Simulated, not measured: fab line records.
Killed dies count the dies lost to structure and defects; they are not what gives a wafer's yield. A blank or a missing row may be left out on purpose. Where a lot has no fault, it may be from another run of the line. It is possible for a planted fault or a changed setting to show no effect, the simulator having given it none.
A lot that was struck, set against a sound lot | flow gf180mcu | 14 out of 602 route steps
Sound: the wafers L494.1, L494.4, L494.5. Struck: wafer L502.6. (L502.4 of the same lot was not struck and is left out.) The cause comes at the end.
Per side, at each step with rows, come the tool, then ch with its chambers, and then its first start. Under that, the readings that differ: sound wafers | struck wafers | difference of the means | sigmas: that difference in standard deviations of wafers without a fault.
alike: same words and numbers on both sides, and readings whose means sit less than 2 such deviations apart. not compared: any withheld reading, any reading some wafer has no value for, any bound like >300 that may hide the same value, and any number with overlapping values for which the record gives no deviation.
A row with sigmas, a row that says differs or no value, or rows on one side alone: a step with any of these is where the two part. Non-overlapping numbers with no deviation appear without sigmas and do not part them. A reading that every wafer of one side lacks parts them only if that side has two wafers or more.

GF_V4_CD_MEAS_14 targets a cd of 260 nm.
  sound on cd_sem-02 at day 25 00:47; struck on cd_sem-02 at day 27 16:48
  alike: cd_nm
GF_V4_OVL_MEAS_15:
  sound on overlay-01 at day 25 00:55; struck on overlay-01 at day 27 16:52
  alike: V4_OVL
then, 1 step without rows for these wafers: GF_V4_ETCH_16 (etches BARC in N2/H2).
GF_V4_ETCH_17: etches SiO2 in C4F8/O2/Ar, stops on TiN, target depth 630 nm.
  sound: rie_diel-01 ch 0,1,3; struck: rie_diel-01 ch 1
  alike: oes_product_au
GF_V4_STRIP_18: strips in O2/N2.
  sound on plasma_asher-01 ch 0,1, day 25 01:04; struck on plasma_asher-01 ch 1, day 27 17:03
  alike: drypump_motor_current_A, heater_power_w, oes_product_au
  not compared: rf_hours_counter_h
then, 3 steps without rows for these wafers: GF_V4_STRIP_19 (strips in post etch residue remover, time 1200 s); GF_V4_CLEAN_20 (cleans in DIW); GF_V4_SPUTTER_21 (material Ti, target thk 15 nm, time 80.02 s).
GF_V4_SPUTTER_22: material TiN, target thk 10 nm, time 40 s.
  sound on pvd_sputter-04 at day 25 01:40; struck on pvd_sputter-04 at day 27 17:40
  alike: throttle_valve_pct
GF_V4_CVD_23: deposits W, target thk 350 nm, time 104.9 s.
  sound on cvd_w-02 ch 0,1, day 25 01:42; struck on cvd_w-01 ch 0, day 27 17:44
  alike: heater_power_w
GF_V4_RS_MEAS_24: uses a four-point probe to measure.
  sound on film_metro-02 at day 25 01:49; struck on film_metro-02 at day 27 17:52
  alike: V4_W_RS
GF_V4_THK_MEAS_25: measures by xrf.
  sound on film_metro-02 at day 25 01:56; struck on film_metro-02 at day 27 17:58
  alike: V4_W_THK
GF_V4_CMP_26: polishes, stops on SiO2, t overpolish 15 s, target thk 0 nm.
  sound on cmp-02 ch 0,3, day 25 02:03; struck on cmp-01 ch 1, day 27 17:59
  reading                | sound                | struck | difference | sigmas
  motor_current_A (A)    | 13.8 12.7 13.6       | 9.5    | -3.9       | -3
  overpolish_run_s (s)   | 14.994 15.002 14.996 | 0.035  | -14.962    | -99 or more
  time_to_endpoint_s (s) | 85 85 84             | 131    | +46        | +14
GF_MIM_SPUTTER_00: material Ti, target thk 37.5 nm, time 150 s.
  the record has rows for the sound wafers here (pvd_sputter-02, day 25 02:18) and none for the struck ones

== WHERE THEY PART ==
First at GF_V4_CMP_26; last, within this record, at GF_MIM_SPUTTER_00.

WHY: the cause the simulator had injected
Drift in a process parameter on cmp-01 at GF_V4_CMP_26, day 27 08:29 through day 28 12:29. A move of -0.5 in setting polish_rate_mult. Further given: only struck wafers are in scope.
